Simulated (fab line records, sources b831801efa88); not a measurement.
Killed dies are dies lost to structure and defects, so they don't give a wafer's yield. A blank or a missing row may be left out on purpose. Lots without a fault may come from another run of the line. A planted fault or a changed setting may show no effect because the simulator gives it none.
Chamber matching | flow gf180mcu | GF_CONTACT_CMP_04 on cmp-01: 4 sister chambers
The step polishes SiO2. 8 wafers are shown with their chamber, then 7 later ones without.

WAFERS WITH THEIR CHAMBER
wafer  | chamber | motor_current_A (A) | time_to_endpoint_s (s)
L992.1 | 1       | 12.1                | 105
L992.2 | 3       | 12.4                | 102
L992.6 | 2       | 10.3                | 114
L994.1 | 0       | 10.5                | 122
L994.5 | 3       | 12.3                | 116
L994.6 | 2       | 10.4                | 124
L100.1 | 0       | 10.4                | 123
L100.4 | 1       | 13.4                | 118

WAFERS WITHOUT THEIR CHAMBER
wafer  | motor_current_A (A) | time_to_endpoint_s (s)
L100.6 | 10.7                | 122
L101.1 | 10.2                | 122
L101.4 | 10.3                | 134
L101.6 | 10.6                | 121
L102.1 | 11.9                | 107
L102.2 | 11.9                | 109
L102.3 | 10.3                | 118

WHICH CHAMBER EACH WENT THROUGH
wafer  | from the rows above     | in truth
L100.6 | can't be placed: 0 or 2 | 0
L101.1 | can't be placed: 2 or 0 | 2
L101.4 | can't be placed: 0 or 2 | 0
L101.6 | can't be placed: 0 or 2 | 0
L102.1 | can't be placed: 3 or 1 | 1
L102.2 | can't be placed: 3 or 1 | 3
L102.3 | can't be placed: 2 or 0 | 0
Placed correctly: 0 of 7. Can't be placed from these rows: 7 (the true chamber is among the candidates in 7). Placed wrongly: 0.
How it was worked out, from the rows above alone: a wafer's distance from a chamber is the root of the sum, over the readings, of the square of ((its reading less the chamber's mean) divided by the reading's scatter). The wafer belongs to the nearest chamber; if the next one is less than 2 further off, it can't be placed. A chamber's mean is the mean of its shown wafers. The scatter: the root of (the sum of the squares of (reading less its chamber's mean) over the shown wafers, divided by (wafers less chambers)).
